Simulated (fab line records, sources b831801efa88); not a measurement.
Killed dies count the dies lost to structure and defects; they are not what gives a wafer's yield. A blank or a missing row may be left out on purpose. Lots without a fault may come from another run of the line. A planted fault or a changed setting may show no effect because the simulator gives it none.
Which of the tools did it? -- flow sky130 -- 18 wafers from 6 lots sampled at 4 of the route's 708 steps

== WHAT THE GAUGES READ, wafer by wafer ==
SKY_VIA2_THK_MEAS_01.
lot,measured,on,VIA2_HDPCVD_THK (nm)
L362,day 36 07:29,filmMetro-02,2381 2346 2338 2382 2345 2341
L370,day 38 19:34,filmMetro-02,2360 2378 2372 2359 2379 2372
L375,day 40 10:03,filmMetro-04,1173 1189 1170
L376,day 40 17:58,filmMetro-02,1187 1156 1160
L379,day 41 06:47,filmMetro-02,1211 1201 1175
L382,day 41 11:43,filmMetro-03,1181 1174 1166

== TOOL THAT RAN EACH LOT (tool first, then ch and the chambers of the sampled wafers, then the start) ==
lot,SKY_METAL2_DESCUM_17,SKY_METAL2_METAL_ETCH_19,SKY_VIA2_HDPCVD_00
L362,"rieMetal-03 ch 0,1, day 36 06:17","rieMetal-03 ch 0,1, day 36 06:23","hdpcvd-02 ch 0,2, day 36 07:04"
L370,"rieMetal-01 ch 0,1, day 38 18:18","rieMetal-01 ch 0,1, day 38 18:25","hdpcvd-01 ch 1,2, day 38 19:04"
L375,"rieMetal-01 ch 0,1, day 40 09:08","rieMetal-01 ch 0,1, day 40 09:14","hdpcvd-01 ch 0,1,2, day 40 09:58"
L376,"rieMetal-01 ch 0,1, day 40 17:04","rieMetal-01 ch 0,1, day 40 17:10","hdpcvd-02 ch 0,2, day 40 17:50"
L379,"rieMetal-01 ch 0,1, day 41 05:53","rieMetal-01 ch 0,1, day 41 05:59","hdpcvd-01 ch 0,1,2, day 41 06:40"
L382,"rieMetal-04 ch 0,1, day 41 10:48","rieMetal-04 ch 0,1, day 41 10:55","hdpcvd-02 ch 0,2, day 41 11:34"
- SKY_METAL2_DESCUM_17: chemistry O2, time 8 s.
- SKY_METAL2_METAL_ETCH_19: etches the open film in Cl2/BCl3, stops on SiO2, target depth 360 nm, time 78 s.
- SKY_VIA2_HDPCVD_00: deposits SiO2, target thk 1180 nm, time 196.7 s.

== THE ANSWER, worked out from the rows above alone ==
Rule: the lots themselves supply what counts as usual. Put in order of their means at a reading, lots are off if they are a third of the lots or fewer, leave a main group of 4 or more, and stand apart from it by a gap of 3 or more times the standard deviation of the main group's means; of several such gaps the widest counts. A main group whose means are all the same, to the digits that the tables above print for the reading, isn't used. A lot without any number at a reading at which 4 lots or more have one is off too. All remaining lots with rows at the step are treated as sound.
Off: L362, L370, at SKY_VIA2_THK_MEAS_01 (VIA2_HDPCVD_THK). The main group has a mean of 1179 nm with a standard deviation of 10.
A tool fits if, at a process step before that reading, it ran every lot that is off, and no sound lot after the first of them. Those tools and the gauges at SKY_VIA2_THK_MEAS_01 are tried in the same way. Of those tried, none fits.

== WHAT HAD BEEN PUT IN BY THE SIMULATOR ==
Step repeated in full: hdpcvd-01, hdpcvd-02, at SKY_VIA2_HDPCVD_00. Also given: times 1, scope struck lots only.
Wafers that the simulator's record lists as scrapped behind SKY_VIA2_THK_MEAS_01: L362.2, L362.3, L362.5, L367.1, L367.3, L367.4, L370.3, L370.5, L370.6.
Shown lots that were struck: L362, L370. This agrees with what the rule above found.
